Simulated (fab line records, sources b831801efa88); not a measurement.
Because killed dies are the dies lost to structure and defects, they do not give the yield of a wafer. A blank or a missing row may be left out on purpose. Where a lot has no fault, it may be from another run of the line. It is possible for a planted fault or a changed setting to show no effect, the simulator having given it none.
fab line records -- flow sky130
[record] lots = 10, wafers = 30, last_day = 50
route steps=708 shown CONTACT@425 METAL1@436 PAD_OPEN@708
lots with no fault: from the same line, run without faults
start_h: hours from the record's opening day to when the first of the lot's shown wafers began -- wait_h: hours from the lot's prior step to this one -- " identical to the entry in the row above -- L1.1+2: several wafers, shown together as one row -- - no value present, or no start provided -- * or withheld: withheld -- < > ~ a bound
route shown NAME@n: NAME is a module with steps in the file, n the number in the route of the first one -- usual: average and standard deviation across the fault-free wafers -- same: alike in all rows -- chamber/n: place in a boat -- sites: readings site by site -- _std_site: how widely they spread, as a standard deviation -- _edge_site: the outer-site mean with the inner-site mean subtracted -- radius_mm: for every site, how far away it sits from the centre of the wafer -- mask NAME#n: copy n -- behind: the tool/chamber that last shaped the wafer -- hold: cause of the lot's hold/its duration in hours/its outcome -- device: the transistor (n, p or np) that didn't switch -- end of line: tests run on the same wafers once the route is complete -- for a step that has no rows: nothing shown but its recipe -- killed: at the first sort, the dies lost to defects and structure; wafer yield is something else -- map: shows each die of a wafer: x if killed, . if not, _ if none is there
set.NAME: the setting that was run; set.NAME@STEP: the one run at that earlier step -- model.NAME: the simulator's own value behind a step, which no gauge read
steps of the route over a sample of lots; a table a step, a row a wafer
services: when a tool's chamber went out of use (start_h, in hours from the record's first day, below 0 if earlier), for how many hours, and the reason
[[steps]]
[step SKY_CONTACT_STRIP_19]
[recipe] chemistry = O2/N2, power_w = 1400, pressure_mtorr = 1500, platen_temp_c = withheld, o2_flow_sccm = 3000, n2_flow_sccm = 300, overash_fraction = 0.5
[usual] drypump_motor_current_A = 5.3/0.43, oes_product_au = 0.381/0.0046, strip_time_to_endpoint_s = 3.62/0.039
lot.wafer,tool,chamber,start_h,wait_h,drypump_motor_current_A,oes_product_au,rf_hours_counter_h,strip_time_to_endpoint_s
L436.1,plasma_asher-01,1,739.42,-,5.6,0.377,60,3.63
L436.4,plasma_asher-01,1,739.42,-,5.5,0.386,-,3.58
L436.6,plasma_asher-01,0,739.42,-,4.9,0.381,-,3.58
L437.3,plasma_asher-04,0,749.25,-,5.0,0.379,-,3.61
L437.4,plasma_asher-04,1,749.25,-,5.4,0.386,-,3.68
L437.5,plasma_asher-04,0,749.25,-,5.0,0.382,-,3.56
L438.1,plasma_asher-04,1,753.47,-,5.4,0.384,32,3.58
L438.2,plasma_asher-04,0,753.47,-,5.0,0.380,32,3.63
L438.6,plasma_asher-04,0,753.47,-,5.0,0.378,-,3.61
L441.2,plasma_asher-02,1,775.12,-,5.5,0.380,3,3.64
L441.3,plasma_asher-02,0,775.12,-,6.4,0.380,-,3.67
L441.4,plasma_asher-02,1,775.12,-,5.5,0.384,-,3.62
L442.1,plasma_asher-01,0,784.55,-,4.9,0.377,64,3.57
L442.2,plasma_asher-01,1,784.55,-,5.6,0.385,64,3.63
L442.5,plasma_asher-01,1,784.55,-,5.6,0.377,-,3.61
L443.1,plasma_asher-01,0,792.95,-,4.9,0.381,65,3.63
L443.3,plasma_asher-01,1,792.95,-,5.6,0.382,-,3.67
L443.4,plasma_asher-01,0,792.95,-,4.9,0.381,-,3.58
L447.2,plasma_asher-02,0,823.97,-,6.4,0.371,8,3.62
L447.4,plasma_asher-02,1,823.97,-,5.5,0.377,-,3.62
L447.5,plasma_asher-02,1,823.97,-,5.5,0.376,-,3.60
L448.1,plasma_asher-04,0,831.50,-,5.0,0.372,39,3.61
L448.3,plasma_asher-04,0,831.50,-,5.0,0.373,-,3.56
L448.4,plasma_asher-04,1,831.50,-,5.4,0.384,-,3.62
L457.1,plasma_asher-01,1,895.50,-,5.6,0.380,75,3.62
L457.2,plasma_asher-01,0,895.50,-,4.9,0.378,75,3.59
L457.5,plasma_asher-01,0,895.50,-,4.9,0.384,-,3.56
L459.2,plasma_asher-02,1,916.77,-,5.5,0.383,17,3.60
L459.3,plasma_asher-02,0,916.77,-,6.5,0.381,-,3.64
L459.4,plasma_asher-02,1,916.77,-,5.5,0.372,-,3.65
[step SKY_METAL1_SPUTTER_02]
[recipe] material = AlCu, target_thk_nm = 250, power_w = 10600, time_s = 13.3, chamber_pressure_pa = 0.4
[usual] cathode_dc_power_W = 10600/1.9, throttle_valve_pct = 30.3/0.81
lot.wafer,tool,chamber,start_h,wait_h,cathode_dc_power_W,throttle_valve_pct
L436.1,pvd_sputter-01,-,740.74,0.0,10596,30.9
L436.4,pvd_sputter-01,-,740.74,0.0,10601,29.3
L436.6,pvd_sputter-01,-,740.74,0.0,10597,30.6
L437.3,pvd_sputter-04,-,750.52,0.0,10599,31.3
L437.4,pvd_sputter-04,-,750.52,0.0,10601,28.9
L437.5,pvd_sputter-04,-,750.52,0.0,10599,30.2
L438.1,pvd_sputter-01,-,755.90,0.0,10599,29.0
L438.2,pvd_sputter-01,-,755.90,0.0,10602,30.6
L438.6,pvd_sputter-01,-,755.90,0.0,10602,30.7
L441.2,pvd_sputter-03,-,776.41,0.0,10602,29.8
L441.3,pvd_sputter-03,-,776.41,0.0,10599,31.9
L441.4,pvd_sputter-03,-,776.41,0.0,10598,29.9
L442.1,pvd_sputter-01,-,785.96,0.0,10598,30.8
L442.2,pvd_sputter-01,-,785.96,0.0,10599,31.0
L442.5,pvd_sputter-01,-,785.96,0.0,10601,30.9
L443.1,pvd_sputter-04,-,794.35,0.0,10601,28.9
L443.3,pvd_sputter-04,-,794.35,0.0,10600,30.4
L443.4,pvd_sputter-04,-,794.35,0.0,10598,31.2
L447.2,pvd_sputter-04,-,825.26,0.0,10598,30.2
L447.4,pvd_sputter-04,-,825.26,0.0,11614,30.2
L447.5,pvd_sputter-04,-,825.26,0.0,10601,30.8
L448.1,pvd_sputter-03,-,832.83,0.0,10602,29.8
L448.3,pvd_sputter-03,-,832.83,0.0,10603,29.9
L448.4,pvd_sputter-03,-,832.83,0.0,10598,29.5
L457.1,pvd_sputter-03,-,896.79,0.0,10597,31.7
L457.2,pvd_sputter-03,-,896.79,0.0,10599,29.7
L457.5,pvd_sputter-03,-,896.79,0.0,10598,29.9
L459.2,pvd_sputter-04,-,918.10,0.0,10600,30.4
L459.3,pvd_sputter-04,-,918.10,0.0,10602,29.0
L459.4,pvd_sputter-04,-,918.10,0.0,10602,30.4
[step SKY_METAL1_RS_MEAS_05]
[recipe] thk_meas_gauge = four-point-probe, reads = TiN_of_METAL1_SPUTTER_04+Ti_of_METAL1_SPUTTER_03+AlCu_of_METAL1_SPUTTER_02+TiN_of_METAL1_SPUTTER_01+Ti_of_METAL1_SPUTTER_00
[usual] METAL1_ALCU_RS = 0.1274/0.0021
lot.wafer,tool,chamber,start_h,wait_h,hold,METAL1_ALCU_RS[ohm/sq]
L436.1,film_metro-02,-,740.83,0.0,-,0.1271
L436.4,film_metro-02,-,740.83,0.0,-,0.1275
L436.6,film_metro-02,-,740.83,0.0,-,0.1259
L437.3,film_metro-02,-,750.65,0.1,-,0.1271
L437.4,film_metro-02,-,750.65,0.1,-,0.1256
L437.5,film_metro-02,-,750.65,0.1,-,0.1277
L438.1,film_metro-03,-,755.99,0.0,-,0.1269
L438.2,film_metro-03,-,755.99,0.0,-,0.1246
L438.6,film_metro-03,-,755.99,0.0,-,0.1246
L441.2,film_metro-01,-,776.52,0.0,-,0.1262
L441.3,film_metro-01,-,776.52,0.0,-,0.1280
L441.4,film_metro-01,-,776.52,0.0,-,0.1265
L442.1,film_metro-02,-,786.05,0.0,-,0.1263
L442.2,film_metro-02,-,786.05,0.0,-,0.1277
L442.5,film_metro-02,-,786.05,0.0,-,0.1271
L443.1,film_metro-02,-,794.45,0.0,-,0.1265
L443.3,film_metro-02,-,794.45,0.0,-,0.1273
L443.4,film_metro-02,-,794.45,0.0,-,0.1273
L447.2,film_metro-02,-,825.37,0.0,await_dispo/0.2h/release,0.1308
L447.4,film_metro-02,-,825.37,0.0,await_dispo/0.2h/release,0.1181
L447.5,film_metro-02,-,825.37,0.0,await_dispo/0.2h/release,0.1298
L447.2,film_metro-02,-,825.66,0.3,-,0.1309
L447.4,film_metro-02,-,825.66,0.3,-,0.1181
L447.5,film_metro-02,-,825.66,0.3,-,0.1298
L448.1,film_metro-03,-,832.92,0.0,-,0.1240
L448.3,film_metro-03,-,832.92,0.0,-,0.1241
L448.4,film_metro-03,-,832.92,0.0,-,0.1254
L457.1,film_metro-02,-,896.89,0.0,-,0.1272
L457.2,film_metro-02,-,896.89,0.0,-,0.1240
L457.5,film_metro-02,-,896.89,0.0,-,0.1259
L459.2,film_metro-01,-,918.21,0.0,-,0.1287
L459.3,film_metro-01,-,918.21,0.0,-,0.1261
L459.4,film_metro-01,-,918.21,0.0,-,0.1294
[step SKY_METAL1_THK_MEAS_06]
[recipe] thk_meas_gauge = xrf, reads = AlCu_of_METAL1_SPUTTER_02
[usual] METAL1_ALCU_THK = 247/4.3
lot.wafer,tool,chamber,start_h,wait_h,hold,METAL1_ALCU_THK[nm]
L436.1,film_metro-02,-,740.95,0.1,-,245
L436.4,film_metro-02,-,740.95,0.1,-,245
L436.6,film_metro-02,-,740.95,0.1,-,247
L437.3,film_metro-02,-,750.75,0.1,-,249
L437.4,film_metro-02,-,750.75,0.1,-,249
L437.5,film_metro-02,-,750.75,0.1,-,246
L438.1,film_metro-03,-,756.11,0.1,-,245
L438.2,film_metro-03,-,756.11,0.1,-,250
L438.6,film_metro-03,-,756.11,0.1,-,250
L441.2,film_metro-01,-,776.63,0.1,-,248
L441.3,film_metro-01,-,776.63,0.1,-,247
L441.4,film_metro-01,-,776.63,0.1,-,248
L442.1,film_metro-02,-,786.17,0.1,-,250
L442.2,film_metro-02,-,786.17,0.1,-,245
L442.5,film_metro-02,-,786.17,0.1,-,246
L443.1,film_metro-02,-,794.57,0.1,-,247
L443.3,film_metro-02,-,794.57,0.1,-,248
L443.4,film_metro-02,-,794.57,0.1,-,246
L448.1,film_metro-03,-,833.04,0.1,-,255
L448.3,film_metro-03,-,833.04,0.1,-,257
L448.4,film_metro-03,-,833.04,0.1,-,250
L447.2,film_metro-02,-,839.34,13.7,await_dispo/0.2h/release,241
L447.4,film_metro-02,-,839.34,13.7,await_dispo/0.2h/release,264
L447.5,film_metro-02,-,839.34,13.7,await_dispo/0.2h/release,243
L447.2,film_metro-02,-,839.66,0.3,-,240
L447.4,film_metro-02,-,839.66,0.3,-,265
L447.5,film_metro-02,-,839.66,0.3,-,243
L457.1,film_metro-02,-,897.01,0.1,-,248
L457.2,film_metro-02,-,897.01,0.1,-,254
L457.5,film_metro-02,-,897.01,0.1,-,249
L459.2,film_metro-01,-,918.32,0.1,-,243
L459.3,film_metro-01,-,918.32,0.1,-,247
L459.4,film_metro-01,-,918.32,0.1,-,242
[step SKY_METAL1_CD_MEAS_15]
[recipe] target_cd_nm = 140
[usual] cd_nm = 140.2/1.5
lot.wafer,tool,chamber,start_h,wait_h,cd_nm
L436.1,cd_sem-02,-,767.49,-,142.4
L436.4,cd_sem-02,-,767.49,-,142.0
L436.6,cd_sem-02,-,767.49,-,142.6
L437.3,cd_sem-01,-,778.06,-,137.8
L437.4,cd_sem-01,-,778.06,-,139.7
L437.5,cd_sem-01,-,778.06,-,140.4
L438.1,cd_sem-01,-,782.51,-,141.0
L438.2,cd_sem-01,-,782.51,-,140.7
L438.6,cd_sem-01,-,782.51,-,142.4
L441.2,cd_sem-01,-,803.63,-,139.3
L441.3,cd_sem-01,-,803.63,-,139.2
L441.4,cd_sem-01,-,803.63,-,139.2
L442.1,cd_sem-02,-,812.94,-,141.3
L442.2,cd_sem-02,-,812.94,-,139.8
L442.5,cd_sem-02,-,812.94,-,142.1
L443.1,cd_sem-01,-,820.94,-,143.3
L443.3,cd_sem-01,-,820.94,-,142.4
L443.4,cd_sem-01,-,820.94,-,140.7
L447.2,cd_sem-01,-,853.29,-,140.8
L447.4,cd_sem-01,-,853.29,-,138.9
L447.5,cd_sem-01,-,853.29,-,138.6
L448.1,cd_sem-02,-,858.87,-,139.7
L448.3,cd_sem-02,-,858.87,-,140.8
L448.4,cd_sem-02,-,858.87,-,140.5
L457.1,cd_sem-02,-,921.94,-,142.9
L457.2,cd_sem-02,-,921.94,-,141.7
L457.5,cd_sem-02,-,921.94,-,142.4
L459.2,cd_sem-01,-,943.29,-,142.0
L459.3,cd_sem-01,-,943.29,-,141.6
L459.4,cd_sem-01,-,943.29,-,142.1
[step SKY_METAL1_OVL_MEAS_16]
[usual] METAL1_OVL = 1/5.4
lot.wafer,tool,chamber,start_h,wait_h,METAL1_OVL[nm]
L436.1,overlay-02,-,767.61,0.1,5
L436.4,overlay-02,-,767.61,0.1,7
L436.6,overlay-02,-,767.61,0.1,11
L437.3,overlay-02,-,778.16,0.1,-6
L437.4,overlay-02,-,778.16,0.1,4
L437.5,overlay-02,-,778.16,0.1,-4
L438.1,overlay-01,-,782.63,0.1,-1
L438.2,overlay-01,-,782.63,0.1,-5
L438.6,overlay-01,-,782.63,0.1,-5
L441.2,overlay-02,-,803.74,0.1,0
L441.3,overlay-02,-,803.74,0.1,0
L441.4,overlay-02,-,803.74,0.1,3
L442.1,overlay-01,-,813.06,0.1,2
L442.2,overlay-01,-,813.06,0.1,5
L442.5,overlay-01,-,813.06,0.1,3
L443.1,overlay-01,-,821.06,0.1,10
L443.3,overlay-01,-,821.06,0.1,5
L443.4,overlay-01,-,821.06,0.1,4
L447.2,overlay-01,-,853.39,0.1,-2
L447.4,overlay-01,-,853.39,0.1,1
L447.5,overlay-01,-,853.39,0.1,3
L448.1,overlay-01,-,858.99,0.1,7
L448.3,overlay-01,-,858.99,0.1,2
L448.4,overlay-01,-,858.99,0.1,2
L457.1,overlay-02,-,922.06,0.1,0
L457.2,overlay-02,-,922.06,0.1,2
L457.5,overlay-02,-,922.06,0.1,-4
L459.2,overlay-01,-,943.39,0.1,4
L459.3,overlay-01,-,943.39,0.1,0
L459.4,overlay-01,-,943.39,0.1,11
[step SKY_PAD_OPEN_PROBE_99]
[usual] defect_limited_yield = 82.7/1.8, killed_at_M0_to_M3 = 42/7.2, killed_at_M4_up = 3.4/2.1, killed_at_contacts = 24/5.4, killed_at_front_end = 15/4, killed_at_other = 0.3/0.53, killed_dies = 85/8.8, killed_open = 47/6.7, killed_short = 38/6.5, sort_bin_3_pad_short = 0.8/0.4, sort_bin_5_function = 10.2/1.3, sort_bin_6_memory = 6.2/1.2, sort_n_pass = 407/8.8, sort_yield_pct = 82.7/1.8
[same] gross_dies = 492, killed_at_back_side = 0, sort_bin_4_leakage[%] = 0, sort_bin_8_speed[%] = 0
lot.wafer,tool,chamber,start_h,wait_h,defect_limited_yield[%],killed_at_M0_to_M3,killed_at_M4_up,killed_at_contacts,killed_at_front_end,killed_at_other,killed_dies,killed_open,killed_short,sort_bin_3_pad_short[%],sort_bin_5_function[%],sort_bin_6_memory[%],sort_n_pass,sort_yield_pct[%]
L447.2,prober-01,-,1143.00,0.1,83.9,44,5,24,6,0,79,41,38,1.0,9.6,5.5,413,83.9
L447.4,prober-01,-,1143.10,0.2,83.5,35,3,32,11,0,81,45,36,0.4,9.6,6.5,411,83.5
L447.5,prober-01,-,1143.15,0.2,80.3,53,3,31,10,0,97,54,43,0.6,11.8,7.3,395,80.3
L459.2,prober-02,-,1203.04,0.1,82.9,46,4,27,7,0,84,55,28,1.4,10.8,4.9,408,82.9
L459.3,prober-02,-,1203.09,0.2,81.5,44,3,32,12,0,91,51,40,0.8,12.0,5.7,401,81.5
L459.4,prober-02,-,1203.14,0.2,82.5,29,10,31,15,1,86,53,33,0.8,10.2,6.5,406,82.5
// killed by level:class
L447.2 METAL2:geometric_particle:short=8 VIA1:geometric_particle:open=8 VIA2:geometric_particle:open=8 LI_CONTACT:geometric_particle:open=7 VIA1:geometric_particle:short=7 CONTACT:geometric_particle:short=6 CONTACT:geometric_particle:open=5 VIA3:geometric_particle:open=5
L447.4 CONTACT:geometric_particle:open=11 VIA1:geometric_particle:open=8 LI_CONTACT:geometric_particle:open=7 LOCAL_INTERCONNECT:geometric_particle:short=7 CONTACT:geometric_particle:short=6 VIA2:geometric_particle:open=6 METAL2:geometric_particle:short=5 VIA3:geometric_particle:open=4
L447.5 LI_CONTACT:geometric_particle:open=11 VIA1:geometric_particle:open=11 VIA3:geometric_particle:open=10 CONTACT:geometric_particle:open=9 METAL2:geometric_particle:short=8 VIA2:geometric_particle:open=6 METAL1:geometric_particle:short=5 VIA1:geometric_particle:short=5
L459.2 LI_CONTACT:geometric_particle:open=10 CONTACT:geometric_particle:open=10 VIA2:geometric_particle:open=10 VIA1:geometric_particle:open=8 VIA3:geometric_particle:open=6 METAL1:geometric_particle:short=6 VIA1:geometric_particle:short=5 CONTACT:geometric_particle:short=4
L459.3 CONTACT:geometric_particle:open=11 VIA3:geometric_particle:open=9 VIA1:geometric_particle:open=9 LI_CONTACT:geometric_particle:open=8 CONTACT:geometric_particle:short=7 METAL3:geometric_particle:short=6 FIELD_ISO:geometric_particle:short=5 METAL1:geometric_particle:short=4
L459.4 LI_CONTACT:geometric_particle:open=11 CONTACT:geometric_particle:open=10 METAL4:geometric_particle:short=8 VIA1:geometric_particle:open=7 VIA2:geometric_particle:open=6 FIELD_ISO:geometric_particle:open=5 POLY_GATE:geometric_particle:open=4 LI_CONTACT:geometric_particle:short=4
[[services]]
tool,chamber,start_h,hours,kind
plasma_asher-02,-,733.75,9.0,pm
plasma_asher-02,0,733.75,9.0,vent_cycle
plasma_asher-02,1,733.75,9.0,vent_cycle
pvd_sputter-03,2,741.59,-,consumable_replace:kit
pvd_sputter-03,2,741.59,18.0,scheduled_down
pvd_sputter-03,2,741.59,18.0,vent_cycle
plasma_asher-02,0,742.75,-,clean
plasma_asher-02,1,742.75,-,clean
pvd_sputter-01,-,744.19,2.5,repair
pvd_sputter-04,1,794.45,-,consumable_replace:kit
pvd_sputter-04,1,794.45,18.0,scheduled_down
pvd_sputter-04,1,794.45,18.0,vent_cycle
pvd_sputter-01,0,838.04,-,consumable_replace:kit
pvd_sputter-01,0,838.04,18.0,scheduled_down
pvd_sputter-01,0,838.04,18.0,vent_cycle
plasma_asher-02,-,839.02,1.6,repair
pvd_sputter-04,-,839.28,0.5,repair
pvd_sputter-01,-,847.65,0.8,repair
pvd_sputter-01,-,910.02,2.1,repair
[[key]]
[first_sign] step = SKY_METAL1_SPUTTER_02, reading = cathode_dc_power_W, direction = up, sigmas = 99+, usual = 10600, struck = 11614
[effect] step = SKY_METAL1_RS_MEAS_05, reading = visit, direction = added
[effect] step = SKY_METAL1_THK_MEAS_06, reading = visit, direction = added
met_at SKY_METAL1_SPUTTER_02
struck_lots L447
struck_wafers L447.4
not_acting_at SKY_CONTACT_STRIP_19,SKY_METAL1_CD_MEAS_15,SKY_METAL1_OVL_MEAS_16
onset_between 794.35 825.26
[fault] kind = process_parameter_drift, tool = pvd_sputter-04, chamber = -, onset_h = 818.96, steps = SKY_METAL1_SPUTTER_02, channel = power_w, offset = *, shape = step, end_h = 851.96, acts_in = *, stated = *, scope = struck_wafers_only
